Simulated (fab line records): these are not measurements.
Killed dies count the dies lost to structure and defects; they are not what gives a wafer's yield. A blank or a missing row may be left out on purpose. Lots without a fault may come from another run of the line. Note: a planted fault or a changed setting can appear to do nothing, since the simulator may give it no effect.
Problem report in the 8D (eight disciplines) form, filled by code ; flow sky130 ; the parts of the form that need people (team, actions taken, sign-off) are left out

1. PROBLEM STATEMENT
At SKY_GATE_OXIDE_OXIDATION_01, tube center temp C averages 893.77 C over 6 wafers from 2 lots, while fault-free wafers read 900.01 C, standard deviation 0.09. Measured from the usual mean, that is -69 standard deviations.
The step: stabilise 600 s, purge 300 s, target thk 10.268 nm.
First observed at day 15 11:23: wafer L787.2, on furnace-02. The record holds 30 wafers of 10 lots with a number at this step. By rule, "out" or "out of limits" means more than 4 standard deviations away from the usual mean. Any other wafer with a number is counted as sound.

2. WHAT IT IS; WHAT IT IS NOT
question;is;is not
which readings at this step;tube center temp C, spike tc centre C, spike tc lower C, spike tc upper C, tube_center_temp_C_max;-
which lots;L787, L788;L781, L782, L792, L793, L797, L798, L799, L801
which wafers of those lots;all that have a number;-
read on which tools;furnace-02;furnace-01
when;from day 15 11:23;"up to then (6 sound wafers); but 18 sound wafers of L792, L793, L797, L798, L799, L801 came after"

3. SUSPECTS, AND WHAT RULES EACH OUT
Counting: a tool stays on the suspect list if, at a process step up to the reading, it processed all lots that are out and no sound lot following the first of them.
- plasma asher-01 at SKY_VT_ADJUST_PCH_STRIP_09 (strips in O2/N2): ruled out as a lasting fault. After its first lot that is out, L787 (day 13 01:03), sound lots L797, L798 ran on it.
- furnace-02 at SKY_GATE_OXIDE_OXIDATION_01 (stabilise 600 s, purge 300 s, target thk 10.268 nm): ruled out as a lasting fault. After its first lot that is out, L787 (day 15 11:23), sound lots L801 ran on it.
Left after counting: nothing in the record.

4. THE CAUSE (what the simulator had put in)
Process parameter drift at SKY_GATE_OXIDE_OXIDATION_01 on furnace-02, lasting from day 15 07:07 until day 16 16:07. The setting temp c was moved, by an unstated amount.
Counting ruled it out, wrongly.

5. THE CHAIN OF EFFECTS, in route order
Rows list readings where the struck wafers' mean (over those with a number) sits beyond 3 standard deviations from the usual. Scope: only readings with a usual standard deviation given in the record; hours: median across lots of the time from each lot's start at the first step in this table that gives one to its start at this step; sigmas: change in usual standard deviations.
hours;step;reading;usual;on struck wafers;change;sigmas
0;SKY_GATE_OXIDE_OXIDATION_01;spike tc bottom C;921.4 C;912.9;-8.5;-3.8
0;SKY_GATE_OXIDE_OXIDATION_01;spike tc centre C;899.6 C;891.4;-8.2;-5.1
0;SKY_GATE_OXIDE_OXIDATION_01;spike tc lower C;901.2 C;894.2;-7.0;-5.8
0;SKY_GATE_OXIDE_OXIDATION_01;spike tc top C;907.6 C;898.2;-9.4;-3.2
0;SKY_GATE_OXIDE_OXIDATION_01;spike tc upper C;902.2 C;894.2;-8.0;-5.3
0;SKY_GATE_OXIDE_OXIDATION_01;tube center temp C;900.01 C;893.77;-6.24;-69
0;SKY_GATE_OXIDE_OXIDATION_01;tube_center_temp_C_max;902.3;896.1;-6.2;-17
Here are the process steps it includes:
- SKY_GATE_OXIDE_OXIDATION_01: stabilise 600 s, purge 300 s, target thk 10.268 nm.
At these later measuring or inspecting steps, every struck wafer for which the step has a row has a number for every such reading, and none has moved that far: SKY_GATE_OXIDE_THK_MEAS_02, SKY_LOCAL_INTERCONNECT_RS_MEAS_01.

6. HOW IT WOULD HAVE BEEN CAUGHT EARLIER
In this record the first reading out of limits was taken at day 15 11:23, 4 hours after the fault began at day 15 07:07.
